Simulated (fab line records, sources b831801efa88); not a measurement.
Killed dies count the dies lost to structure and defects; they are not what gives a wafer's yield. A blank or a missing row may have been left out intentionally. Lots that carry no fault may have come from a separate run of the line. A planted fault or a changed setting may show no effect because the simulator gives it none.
fab line records	flow sfqLine
record lots=7	wafers=19	lastDay=76
route steps=325 shown M5@201 A5B@209 R5@212 I5@228 C5@240 M8@325
lots with no fault: from the same line, run without faults
startH: start of the lot's first displayed wafer, in hours after the record's first day	waitH: time in hours since the lot's previous step	" unchanged from the row above	L1.1+2: one row covering several wafers at once	- value missing, or start not given	* or withheld: withheld	< > ~ a bound
route shown NAME@n: names a module that has steps shown in the file, with the first one's number in the route	usual: average and standard deviation across the fault-free wafers	same: alike in all rows	chamber/n: place in a boat	sites: each site's reading	_std_site: their standard deviation	_edge_site: outer sites' mean less inner sites'	radiusMm: how far each site lies from the wafer's centre	mask NAME#n: copy n	behind: the last tool/chamber to shape the wafer	hold: reason for holding the lot/hours on hold/outcome of the hold	device: which transistor (n, p or np) failed to switch	end of line: tests run on the same wafers once the route is complete	a step given without rows: its recipe and nothing more	killed: not the wafer's yield, but the dies lost to structure and defects at the first sort	map: a wafer's dies, x killed, . not, _ none there
set.NAME: setting as actually run; set.NAME@STEP: the setting as run at that earlier step	model.NAME: the simulator's own value behind a step, which no gauge read
a table for each step, a row for each wafer; lots at some steps of the route
services: from which hour (startH, from the record's first day; less than 0 if before it) a tool's chamber was out of use, for how many hours, and why
## steps
# step SFQ_TRILAYER_M5_LITHO_EXPOSE_124
# recipe maskId=M5	na=0.6	sourceShape=conventional	sigmaOuter=0.65	targetCdNm=700	doseMj=14.4
# step SFQ_TRILAYER_M5_LITHO_PEB_126
# recipe pebTempC=115	pebTimeS=60	resist=KrF
# step SFQ_TRILAYER_M5_LITHO_DEVELOP_125
# recipe timeS=60	resist=KrF
# step SFQ_M5_OVL_MEAS_932
# usual M5_OVL=-4/5.9
lot.wafer	tool	chamber	startH	waitH	M5_OVL[nm]
L547.2	overlay-02	-	1090.10	0.1	-10
L547.4	"	-	"	"	-1
L547.5	"	-	"	"	-12
L548.3	overlay-02	-	1096.11	0.1	-5
L548.4	"	-	"	"	-5
L548.5	"	-	"	"	-4
L551.1	overlay-01	-	1121.10	0.1	-10
L551.4	"	-	"	"	-5
L551.6	"	-	"	"	-3
L558.1	overlay-02	-	1174.00	0.1	-7
L558.3	"	-	"	"	-9
L558.5	"	-	"	"	-10
L560.2	overlay-02	-	1184.80	0.1	6
L560.3	"	-	"	"	1
L560.6	"	-	"	"	0
L561.1	overlay-02	-	1188.40	0.1	4
L561.5	"	-	"	"	4
L566.1	overlay-02	-	1222.00	0.1	-6
L566.3	"	-	"	"	-7
# step SFQ_TRILAYER_M5_BARC_OPEN_METAL_ETCH_161
# recipe maskMaterial=PR	chemistry=O2	targetDepthNm=125	target=BARC	icpW=600	biasW=80	pressureMtorr=10	timeS=41.7
# step SFQ_TRILAYER_M5_ETCH_METAL_ETCH_126
# recipe target=Nb	stopOn=SiO2	maskMaterial=PR	overEtchFrac=0.15	timeS=203.2	chemistry=Cl2/BCl3	targetDepthNm=265	icpW=600	biasW=80	pressureMtorr=10
# usual drypumpMotorCurrentA=5.4/0.41	oesProductAu=0.726/0.0062
# same overEtchFrac=0.15
lot.wafer	tool	chamber	startH	waitH	drypumpMotorCurrentA	oesProductAu	rfHoursCounterH
L547.2	rieMetal-01	0	1090.32	0.1	5.0	0.738	-
L547.4	"	0	"	"	5.0	0.716	-
L547.5	"	0	"	"	5.0	0.729	-
L548.3	rieMetal-04	1	1096.26	0.1	5.8	0.718	-
L548.4	"	0	"	"	6.0	0.730	-
L548.5	"	0	"	"	6.0	0.720	-
L551.1	rieMetal-04	1	1121.19	0.0	5.8	0.737	90
L551.4	"	1	"	"	5.9	0.727	-
L551.6	"	0	"	"	6.0	0.733	-
L558.1	rieMetal-04	0	1174.09	0.0	6.0	0.724	118
L558.3	"	0	"	"	6.0	0.727	-
L558.5	"	1	"	"	5.8	0.717	-
L560.2	rieMetal-04	0	1184.89	0.0	6.0	0.735	120
L560.3	"	0	"	"	6.0	0.727	-
L560.6	"	0	"	"	6.0	0.721	-
L561.1	rieMetal-03	1	1188.49	0.0	5.3	0.717	112
L561.5	"	1	"	"	5.3	0.729	-
L566.1	rieMetal-04	1	1222.09	0.0	5.8	0.733	111
L566.3	"	1	"	"	5.8	0.735	-
# step SFQ_TRILAYER_M5_STRIP_STRIP_127
# recipe gas=O2	powerW=200	platenTempC=40	overashFraction=0.65	chemistry=O2	pressureMtorr=50
# usual drypumpMotorCurrentA=5.4/0.41	oesProductAu=1.002/0.012
lot.wafer	tool	chamber	startH	waitH	drypumpMotorCurrentA	oesProductAu	rfHoursCounterH
L547.2	rieMetal-01	0	1090.84	0.5	5.0	0.990	-
L547.4	"	0	"	"	5.0	0.998	-
L547.5	"	0	"	"	5.0	0.988	-
L548.3	rieMetal-04	1	1096.59	0.3	5.8	1.019	-
L548.4	"	0	"	"	6.0	1.013	-
L548.5	"	0	"	"	6.0	1.009	-
L551.1	rieMetal-04	1	1121.39	0.1	5.8	1.011	90
L551.4	"	1	"	"	5.8	0.997	-
L551.6	"	0	"	"	6.0	1.003	-
L558.1	rieMetal-04	0	1174.29	0.1	6.0	0.996	118
L558.3	"	0	"	"	6.0	0.995	-
L558.5	"	1	"	"	5.9	1.012	-
L560.2	rieMetal-04	0	1185.09	0.1	6.0	0.991	120
L560.3	"	0	"	"	6.0	1.003	-
L560.6	"	0	"	"	6.0	0.999	-
L561.1	rieMetal-03	1	1188.69	0.1	5.3	1.000	112
L561.5	"	1	"	"	5.3	1.005	-
L566.1	rieMetal-04	1	1222.29	0.1	5.8	1.011	111
L566.3	"	1	"	"	5.8	1.014	-
# step SFQ_TRILAYER_M5_STRIP_SOLV_CLEAN_128
# recipe chemistry=NMP	tempC=70	timeS=600
# step SFQ_TRILAYER_A5B_DEP_PECVD_129
# recipe material=SiO2	tempC=150	timeS=133.33	pressureTorr=2.4	rfW=183.3	precursor=SiH4/N2O	targetThkNm=600
# step SFQ_TRILAYER_A5B_CMP_CMP_130
# recipe stopOn=Nb	downForcePsi=3	platenRpm=60	targetThkNm=340.7
# step SFQ_TRILAYER_A5B_METRO_MEASURE_131
# step SFQ_TRILAYER_R5_DEP_SPUTTER_132
# recipe material=Ti	basePressurePa=1.33e-06	targetThkNm=5	powerW=2000	timeS=5	chamberPressurePa=0.4
# step SFQ_TRILAYER_R5_DEP_SPUTTER_133
# recipe material=MoNx	basePressurePa=1.33e-06	targetThkNm=40	powerW=1000	timeS=66.7	chamberPressurePa=0.4
# usual cathodeDcPowerW=999.98/0.17	throttleValvePct=30.0/1
lot.wafer	tool	chamber	startH	waitH	cathodeDcPowerW	throttleValvePct	model.MoNx_of_TRILAYER_R5_DEP_SPUTTER_133.thkNm
L547.2	pvdSputter-04	-	1130.81	0.0	999.97	31.6	41.22
L547.4	"	-	"	"	999.85	29.5	40.73
L547.5	"	-	"	"	999.75	31.4	41.28
L548.3	pvdSputter-05	-	1133.81	0.0	1000.1	29.8	40.06
L548.4	"	-	"	"	1000.3	28.1	40.15
L548.5	"	-	"	"	999.99	28.5	39.99
L551.1	pvdSputter-04	-	1162.22	0.0	999.71	29.9	40.56
L551.4	"	-	"	"	1000.1	29.2	40.61
L551.6	"	-	"	"	999.90	29.9	40.39
L558.1	pvdSputter-05	-	1214.81	0.0	999.98	31.1	39.53
L558.3	"	-	"	"	1000.2	31.0	38.85
L558.5	"	-	"	"	1000.3	31.1	38.3
L560.2	pvdSputter-04	-	1223.81	0.0	999.63	31.5	40.04
L560.3	"	-	"	"	1000.3	29.2	40.3
L560.6	"	-	"	"	999.68	29.0	39.73
L561.1	pvdSputter-05	-	1226.81	0.0	999.97	29.7	40.56
L561.5	"	-	"	"	999.77	28.5	38.44
L566.1	pvdSputter-05	-	1253.81	0.0	1000.2	28.4	39.44
L566.3	"	-	"	"	999.95	30.9	37.97
# step SFQ_TRILAYER_R5_DEP_SPUTTER_134
# recipe material=Ti	basePressurePa=1.33e-06	targetThkNm=5	powerW=2000	timeS=5	chamberPressurePa=0.4
# usual cathodeDcPowerW=2000.0/0.32	throttleValvePct=30.0/1
lot.wafer	tool	chamber	startH	waitH	cathodeDcPowerW	throttleValvePct
L547.2	pvdSputter-04	-	1130.87	0.0	1999.7	31.5
L547.4	"	-	"	"	2000.4	29.2
L547.5	"	-	"	"	2000.5	31.6
L548.3	pvdSputter-05	-	1133.87	0.0	2000.1	29.7
L548.4	"	-	"	"	2000.4	28.8
L548.5	"	-	"	"	1999.7	28.4
L551.1	pvdSputter-04	-	1162.27	0.0	2000.5	29.7
L551.4	"	-	"	"	2000.3	29.3
L551.6	"	-	"	"	1999.8	29.6
L558.1	pvdSputter-05	-	1214.87	0.0	2000.2	30.9
L558.3	"	-	"	"	1999.9	31.1
L558.5	"	-	"	"	2000.7	31.1
L560.2	pvdSputter-04	-	1223.87	0.0	1999.8	31.4
L560.3	"	-	"	"	2000.1	29.4
L560.6	"	-	"	"	2000.2	29.3
L561.1	pvdSputter-05	-	1226.87	0.0	2000.0	29.7
L561.5	"	-	"	"	2000.1	28.2
L566.1	pvdSputter-05	-	1253.87	0.0	2000.1	28.3
L566.3	"	-	"	"	1999.9	31.1
# step SFQ_R5_RS_MEAS_933
# recipe thkMeasGauge=four-point-probe	reads=Ti_of_TRILAYER_R5_DEP_SPUTTER_134+MoNx_of_TRILAYER_R5_DEP_SPUTTER_133+Ti_of_TRILAYER_R5_DEP_SPUTTER_132
# usual R5_MONX_RS=7.04/0.09
lot.wafer	tool	chamber	startH	waitH	R5_MONX_RS[ohm/sq]
L547.2	filmMetro-03	-	1130.91	0.0	6.84
L547.4	"	-	"	"	6.94
L547.5	"	-	"	"	6.85
L548.3	filmMetro-04	-	1133.93	0.0	7.03
L548.4	"	-	"	"	7.04
L548.5	"	-	"	"	7.07
L551.1	filmMetro-03	-	1162.29	0.0	6.94
L551.4	"	-	"	"	6.96
L551.6	"	-	"	"	6.96
L558.1	filmMetro-01	-	1214.89	0.0	7.15
L558.3	"	-	"	"	7.27
L558.5	"	-	"	"	7.34
L560.2	filmMetro-01	-	1223.91	0.0	7.04
L560.3	"	-	"	"	7.00
L560.6	"	-	"	"	7.12
L561.1	filmMetro-01	-	1226.89	0.0	6.95
L561.5	"	-	"	"	7.32
L566.1	filmMetro-03	-	1253.89	0.0	7.13
L566.3	"	-	"	"	7.40
# step SFQ_R5_THK_MEAS_934
# recipe thkMeasGauge=xrf	reads=MoNx_of_TRILAYER_R5_DEP_SPUTTER_133
# usual R5_MONX_THK=40.7/0.54
lot.wafer	tool	chamber	startH	waitH	R5_MONX_THK[nm]
L547.2	filmMetro-03	-	1131.02	0.1	42.0
L547.4	"	-	"	"	41.8
L547.5	"	-	"	"	42.1
L548.3	filmMetro-04	-	1134.03	0.1	40.5
L548.4	"	-	"	"	40.9
L548.5	"	-	"	"	40.6
L551.1	filmMetro-03	-	1162.41	0.1	41.2
L551.4	"	-	"	"	41.4
L551.6	"	-	"	"	40.8
L558.1	filmMetro-01	-	1215.01	0.1	40.3
L558.3	"	-	"	"	39.7
L558.5	"	-	"	"	39.3
L560.2	filmMetro-01	-	1224.02	0.1	40.5
L560.3	"	-	"	"	40.5
L560.6	"	-	"	"	40.3
L561.1	filmMetro-01	-	1227.01	0.1	41.2
L561.5	"	-	"	"	39.0
L566.1	filmMetro-03	-	1254.01	0.1	40.1
L566.3	"	-	"	"	38.7
# step SFQ_TRILAYER_R5_LITHO_COAT_141
# recipe resist=BARC	spinRpm=3000	resistThkNm=62
# step SFQ_TRILAYER_R5_LITHO_COAT_136
# recipe resist=KrF	spinRpm=3000	resistThkNm=600
# step SFQ_TRILAYER_R5_LITHO_SOFTBAKE_140
# recipe tempC=withheld	timeS=withheld	resist=KrF
# step SFQ_TRILAYER_R5_LITHO_EXPOSE_137
# recipe maskId=R5	na=0.6	sourceShape=conventional	sigmaOuter=0.65	targetCdNm=500	doseMj=14.4
# step SFQ_TRILAYER_R5_LITHO_PEB_139
# recipe pebTempC=115	pebTimeS=60	resist=KrF
# step SFQ_TRILAYER_R5_LITHO_DEVELOP_138
# recipe timeS=60	resist=KrF
# step SFQ_R5_OVL_MEAS_935
# usual R5_OVL=3/5.3
lot.wafer	tool	chamber	startH	waitH	R5_OVL[nm]
L547.2	overlay-02	-	1230.40	0.1	12
L547.4	"	-	"	"	11
L547.5	"	-	"	"	14
L548.3	overlay-02	-	1232.81	0.1	0
L548.4	"	-	"	"	5
L548.5	"	-	"	"	3
L551.1	overlay-02	-	1267.15	0.1	6
L551.4	"	-	"	"	7
L551.6	"	-	"	"	-1
L558.1	overlay-01	-	1323.45	0.1	6
L558.3	"	-	"	"	6
L558.5	"	-	"	"	7
L560.2	overlay-01	-	1333.05	0.1	2
L560.3	"	-	"	"	-2
L560.6	"	-	"	"	3
L561.1	overlay-01	-	1339.05	0.1	3
L561.5	"	-	"	"	4
L566.1	overlay-01	-	1368.26	0.1	-3
L566.3	"	-	"	"	4
# step SFQ_TRILAYER_R5_BARC_OPEN_METAL_ETCH_177
# recipe maskMaterial=PR	chemistry=O2	targetDepthNm=125	target=BARC	icpW=600	biasW=80	pressureMtorr=10	timeS=41.7
# usual drypumpMotorCurrentA=5.8/0.38	oesProductAu=0.685/0.0048
lot.wafer	tool	chamber	startH	waitH	drypumpMotorCurrentA	oesProductAu	rfHoursCounterH
L547.2	rieMetal-01	0	1230.43	0.0	5.0	0.683	44
L547.4	"	1	"	"	5.9	0.683	-
L547.5	"	1	"	"	5.9	0.685	-
L548.3	rieMetal-01	0	1232.85	0.0	5.0	0.684	-
L548.4	"	1	"	"	5.8	0.672	-
L548.5	"	1	"	"	5.8	0.681	-
L551.1	rieMetal-02	1	1267.18	0.0	5.6	0.692	29
L551.4	"	0	"	"	6.3	0.683	-
L551.6	"	0	"	"	6.3	0.688	-
L558.1	rieMetal-04	0	1323.48	0.0	6.0	0.685	147
L558.3	"	1	"	"	5.8	0.686	-
L558.5	"	0	"	"	6.0	0.690	-
L560.2	rieMetal-01	1	1333.08	0.0	5.9	0.682	51
L560.3	"	1	"	"	5.8	0.678	-
L560.6	"	1	"	"	5.8	0.683	-
L561.1	rieMetal-04	1	1339.08	0.0	5.8	0.687	133
L561.5	"	0	"	"	6.0	0.687	-
L566.1	rieMetal-02	1	1368.29	0.0	5.6	0.687	48
L566.3	"	0	"	"	6.3	0.683	-
# step SFQ_TRILAYER_R5_ETCH_METAL_ETCH_139
# recipe stopOn=SiO2	maskMaterial=PR	chemistry=Cl2	targetDepthNm=60	icpW=600	biasW=80	pressureMtorr=10	timeS=40
# step SFQ_TRILAYER_R5_STRIP_STRIP_140
# recipe gas=O2	powerW=200	platenTempC=40	overashFraction=0.65	chemistry=O2	pressureMtorr=50
# usual drypumpMotorCurrentA=5.8/0.38	oesProductAu=1.002/0.013
lot.wafer	tool	chamber	startH	waitH	drypumpMotorCurrentA	oesProductAu	rfHoursCounterH
L547.2	rieMetal-01	0	1230.55	0.0	5.0	1.002	44
L547.4	"	1	"	"	5.9	0.995	-
L547.5	"	1	"	"	5.9	0.993	-
L548.3	rieMetal-01	0	1233.15	0.2	5.0	0.992	-
L548.4	"	1	"	"	5.8	0.983	-
L548.5	"	1	"	"	5.8	0.991	-
L551.1	rieMetal-02	1	1267.30	0.0	5.6	0.985	29
L551.4	"	0	"	"	6.3	1.022	-
L551.6	"	0	"	"	6.3	1.020	-
L558.1	rieMetal-04	0	1323.60	0.0	6.0	1.001	147
L558.3	"	1	"	"	5.9	1.014	-
L558.5	"	0	"	"	6.0	0.999	-
L560.2	rieMetal-01	1	1333.20	0.0	5.8	0.988	51
L560.3	"	1	"	"	5.8	0.981	-
L560.6	"	1	"	"	5.8	0.988	-
L561.1	rieMetal-04	1	1339.20	0.0	5.8	1.028	133
L561.5	"	0	"	"	6.0	1.024	-
L566.1	rieMetal-02	1	1368.41	0.0	5.6	0.990	48
L566.3	"	0	"	"	6.3	1.010	-
# step SFQ_TRILAYER_R5_STRIP_SOLV_CLEAN_141
# recipe chemistry=NMP	tempC=70	timeS=600
# step SFQ_TRILAYER_A5C_DEP_PECVD_142
# recipe material=SiO2	tempC=150	timeS=15.556	pressureTorr=2.4	rfW=183.3	precursor=SiH4/N2O	targetThkNm=70
# step SFQ_TRILAYER_I5_LITHO_COAT_149
# recipe resist=BARC	spinRpm=3000	resistThkNm=62
# step SFQ_TRILAYER_I5_LITHO_COAT_144
# recipe resist=KrF	spinRpm=3000	resistThkNm=650
# step SFQ_TRILAYER_I5_LITHO_SOFTBAKE_148
# recipe tempC=withheld	timeS=withheld	resist=KrF
# step SFQ_TRILAYER_I5_LITHO_EXPOSE_145
# recipe maskId=I5	na=0.6	sourceShape=conventional	sigmaOuter=0.65	targetCdNm=700	doseMj=21.3
# step SFQ_TRILAYER_I5_LITHO_PEB_147
# recipe pebTempC=115	pebTimeS=60	resist=KrF
# step SFQ_TRILAYER_I5_LITHO_DEVELOP_146
# recipe timeS=60	resist=KrF
# step SFQ_I5_OVL_MEAS_936
# usual I5_OVL=-4/5.6
lot.wafer	tool	chamber	startH	waitH	I5_OVL[nm]
L547.2	overlay-01	-	1247.14	0.1	-5
L547.4	"	-	"	"	-9
L547.5	"	-	"	"	-2
L548.3	overlay-01	-	1249.55	0.1	-6
L548.4	"	-	"	"	0
L548.5	"	-	"	"	-1
L551.1	overlay-02	-	1292.91	0.1	-3
L551.4	"	-	"	"	5
L551.6	"	-	"	"	3
L558.1	overlay-02	-	1354.66	0.1	-11
L558.3	"	-	"	"	-13
L558.5	"	-	"	"	-9
L560.2	overlay-02	-	1365.46	0.1	-8
L560.3	"	-	"	"	1
L560.6	"	-	"	"	1
L561.1	overlay-01	-	1373.96	0.1	-17
L561.5	"	-	"	"	-10
L566.1	overlay-02	-	1402.76	0.1	-4
L566.3	"	-	"	"	-1
# step SFQ_TRILAYER_I5_BARC_OPEN_VIA_ETCH_200
# recipe maskMaterial=PR	chemistry=O2	targetDepthNm=125	target=BARC	sourceW=500	biasW=80	pressureMtorr=30	timeS=41.7
# step SFQ_TRILAYER_I5_ETCH_VIA_ETCH_147
# recipe stopOn=Nb	maskMaterial=PR	chemistry=CHF3	targetDepthNm=360	sourceW=500	biasW=80	pressureMtorr=30	timeS=withheld
# step SFQ_TRILAYER_I5_STRIP_STRIP_148
# recipe gas=O2	powerW=200	platenTempC=40	overashFraction=0.65	chemistry=O2	pressureMtorr=50
# step SFQ_TRILAYER_I5_STRIP_SOLV_CLEAN_149
# recipe chemistry=NMP	tempC=70	timeS=600
# step SFQ_TRILAYER_C5_LITHO_COAT_156
# recipe resist=BARC	spinRpm=3000	resistThkNm=62
# step SFQ_TRILAYER_C5_LITHO_COAT_151
# recipe resist=KrF	spinRpm=3000	resistThkNm=650
# step SFQ_TRILAYER_C5_LITHO_SOFTBAKE_155
# recipe tempC=withheld	timeS=withheld	resist=KrF
# step SFQ_M8_BOW_MEAS_951
# recipe mode=bow
# usual M8_BOW=5/12
lot.wafer	tool	chamber	startH	waitH	M8_BOW[um]	model.etest.r5.ohmUm	model.etest.c5.linkOhm	model.etest.r5.ohmSq
L547.2	filmMetro-04	-	1669.43	0.0	-14	13.74	7.785	6.837
L547.4	"	-	"	"	-22	13.98	7.884	6.92
L547.5	"	-	"	"	-13	13.73	7.787	6.827
L548.3	filmMetro-01	-	1674.25	0.0	-10	14.07	7.989	7.035
L548.4	"	-	"	"	-9	14.1	7.973	7.019
L548.5	"	-	"	"	-7	14.13	8.011	7.047
L551.1	filmMetro-02	-	1701.36	0.0	33	13.84	7.896	6.948
L551.4	"	-	"	"	32	13.89	7.906	6.939
L551.6	"	-	"	"	27	13.94	7.952	6.977
L558.1	filmMetro-01	-	1733.95	0.0	0	14.23	8.101	7.128
L558.3	"	-	"	"	9	14.47	8.215	7.253
L558.5	"	-	"	"	5	14.66	8.318	7.358
L560.2	filmMetro-02	-	1747.50	0.0	1	14.15	8.001	7.038
L560.3	"	-	"	"	-9	14.05	7.955	6.993
L560.6	"	-	"	"	-13	14.25	8.054	7.094
L561.1	filmMetro-04	-	1752.31	0.0	-5	13.85	7.909	6.948
L561.5	"	-	"	"	-3	14.61	8.288	7.331
L566.1	filmMetro-04	-	1835.69	0.0	8	14.33	8.1	7.145
L566.3	"	-	"	"	18	14.82	8.368	7.421
## services
tool	chamber	startH	hours	kind
pvdSputter-05	-	1066.88	4.9	repair
rieMetal-02	1	1071.68	-	clean
rieMetal-02	1	1071.68	-	consumableReplace:focusRing
rieMetal-01	1	1080.01	-	clean
rieMetal-01	1	1080.01	-	consumableReplace:focusRing
rieMetal-01	1	1080.01	12.3	scheduledDown
rieMetal-01	1	1080.01	12.3	ventCycle
pvdSputter-04	-	1101.36	3.4	repair
rieMetal-02	-	1132.49	1.4	repair
pvdSputter-04	-	1156.41	3.6	repair
rieMetal-03	1	1162.17	7.6	repair
rieMetal-03	0	1173.82	10.9	repair
pvdSputter-05	3	1188.28	-	consumableReplace:kit
pvdSputter-05	3	1188.28	18.0	scheduledDown
pvdSputter-05	3	1188.28	18.0	ventCycle
rieMetal-02	-	1195.87	4.3	pm
rieMetal-02	0	1201.50	5.2	repair
rieMetal-04	-	1242.37	0.2	repair
rieMetal-03	-	1244.32	2.8	pm
rieMetal-01	0	1293.95	27.8	repair
pvdSputter-04	-	1337.89	6.5	repair
pvdSputter-04	-	1354.68	5.3	repair
pvdSputter-05	-	1362.29	5.1	repair
rieMetal-02	-	1365.36	0.4	repair
## key
firstSign step=SFQ_R5_RS_MEAS_933	reading=R5_MONX_RS	direction=up	sigmas=3.3	usual=7.04	struck=7.33
effect step=SFQ_R5_THK_MEAS_934	reading=R5_MONX_THK	direction=down	sigmas=2.9	usual=40.7	struck=39.1
modelEffect step=SFQ_TRILAYER_R5_DEP_SPUTTER_133	value=MoNx_of_TRILAYER_R5_DEP_SPUTTER_133.thkNm	without=39.8	struck=38.39
modelEffect step=SFQ_M8_BOW_MEAS_951	value=etest.r5.ohmUm	without=14.12	struck=14.64
metAt SFQ_TRILAYER_R5_DEP_SPUTTER_133
struckWafers L558.3,L558.5,L561.5,L566.3
onsetBetween 1133.81 1214.81
fault kind=processParameterDrift	tool=pvdSputter-05	chamber=-	onsetH=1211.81	steps=SFQ_TRILAYER_R5_DEP_SPUTTER_133	channel=timeS	offset=*	shape=step	endH=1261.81	scope=struckWafersOnly	actsIn=*	stated=*
